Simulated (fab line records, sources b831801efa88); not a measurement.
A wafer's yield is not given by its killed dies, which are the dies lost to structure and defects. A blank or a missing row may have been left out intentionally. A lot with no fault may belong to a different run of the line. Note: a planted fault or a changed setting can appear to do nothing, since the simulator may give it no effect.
Matching of chambers + flow sky130 + SKY_POLY_CUT_ETCH_10 on rieDiel-03: 4 sister chambers
The step etches BARC in N2/H2, stops on SiO2, time 45.9 s, target depth 60 nm. 27 wafers are shown with their chamber, then 12 later ones without.

WAFERS PAIRED WITH THEIR CHAMBERS
| wafer  | chamber | drypumpMotorCurrentA (A) | oesProductAu (a.u.) | throttleValvePct (%) |
|--------|---------|--------------------------|---------------------|----------------------|
| L074.2 | 3       | 5.1                      | 0.866               | 13.233               |
| L074.4 | 0       | 5.8                      | 0.858               | 13.240               |
| L074.5 | 2       | 4.8                      | 0.858               | 13.217               |
| L075.1 | 3       | 5.1                      | 0.856               | 13.220               |
| L075.2 | 0       | 5.8                      | 0.860               | 13.218               |
| L075.3 | 2       | 4.9                      | 0.856               | 13.226               |
| L075.4 | 1       | 5.1                      | 0.850               | 13.225               |
| L075.5 | 0       | 5.8                      | 0.845               | 13.221               |
| L075.6 | 3       | 5.0                      | 0.849               | 13.213               |
| L078.1 | 3       | 5.1                      | 0.858               | 13.222               |
| L078.2 | 0       | 5.8                      | 0.854               | 13.210               |
| L078.3 | 2       | 4.9                      | 0.852               | 13.214               |
| L078.4 | 1       | 5.2                      | 0.844               | 13.235               |
| L078.5 | 2       | 4.9                      | 0.861               | 13.235               |
| L078.6 | 3       | 5.1                      | 0.852               | 13.230               |
| L082.1 | 2       | 4.8                      | 0.865               | 13.219               |
| L082.4 | 0       | 5.8                      | 0.863               | 13.215               |
| L082.6 | 3       | 5.1                      | 0.857               | 13.236               |
| L083.4 | 2       | 4.9                      | 0.852               | 13.217               |
| L083.5 | 3       | 5.1                      | 0.858               | 13.217               |
| L083.6 | 2       | 4.8                      | 0.864               | 13.235               |
| L085.1 | 0       | 5.8                      | 0.858               | 13.237               |
| L085.2 | 1       | 5.2                      | 0.860               | 13.231               |
| L085.6 | 3       | 5.1                      | 0.856               | 13.214               |
| L086.2 | 0       | 5.8                      | 0.845               | 13.237               |
| L086.5 | 0       | 5.8                      | 0.853               | 13.221               |
| L086.6 | 1       | 5.1                      | 0.852               | 13.210               |

SIGNATURES (means of the wafers above)
| reading              | chamber 0 | chamber 1 | chamber 2 | chamber 3 | scatter within a chamber |
|----------------------|-----------|-----------|-----------|-----------|--------------------------|
| drypumpMotorCurrentA | 5.800     | 5.150     | 4.857     | 5.087     | 0.0395                   |
| oesProductAu         | 0.85450   | 0.85150   | 0.85829   | 0.85650   | 0.00583                  |
| throttleValvePct     | 13.22488  | 13.22525  | 13.22329  | 13.22312  | 0.00998                  |
Rule: for each reading, subtract the chamber's mean from the wafer's reading, divide by that reading's scatter and square the result; add these up over the readings and take the root, which gives the wafer's distance from the chamber. If the next closest chamber is less than 2 further off than the closest, the wafer can't be placed; otherwise it belongs to the closest. How the scatter is found: for the shown wafers, subtract from each reading the mean of its chamber, square and add these, divide the total by (wafers less chambers), then take the root.

WAFERS WHOSE CHAMBER IS MISSING
| wafer  | drypumpMotorCurrentA (A) | oesProductAu (a.u.) | throttleValvePct (%) |
|--------|--------------------------|---------------------|----------------------|
| L088.1 | 5.8                      | 0.844               | 13.214               |
| L088.2 | 5.1                      | 0.855               | 13.217               |
| L088.3 | 4.8                      | 0.852               | 13.226               |
| L088.4 | 5.2                      | 0.858               | 13.220               |
| L088.5 | 5.1                      | 0.848               | 13.223               |
| L088.6 | 4.9                      | 0.853               | 13.228               |
| L091.1 | 5.1                      | 0.851               | 13.222               |
| L091.3 | 5.1                      | 0.857               | 13.223               |
| L091.4 | 5.8                      | 0.852               | 13.233               |
| L092.3 | 5.1                      | 0.857               | 13.220               |
| L092.4 | 5.2                      | 0.858               | 13.224               |
| L092.5 | 5.1                      | 0.858               | 13.212               |

CHAMBER TAKEN BY EACH
| wafer  | from the rows above     | in truth |
|--------|-------------------------|----------|
| L088.1 | 0                       | 0        |
| L088.2 | can't be placed: 3 or 1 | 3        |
| L088.3 | 2                       | 2        |
| L088.4 | can't be placed: 1 or 3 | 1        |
| L088.5 | can't be placed: 1 or 3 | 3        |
| L088.6 | 2                       | 2        |
| L091.1 | can't be placed: 3 or 1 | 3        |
| L091.3 | can't be placed: 3 or 1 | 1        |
| L091.4 | 0                       | 0        |
| L092.3 | can't be placed: 3 or 1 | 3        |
| L092.4 | can't be placed: 1 or 3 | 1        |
| L092.5 | can't be placed: 3 or 1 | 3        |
Placed correctly: 4 of 12. Not placeable from these rows: 8 (in 8, the candidates include the true chamber). 0 placed wrongly.
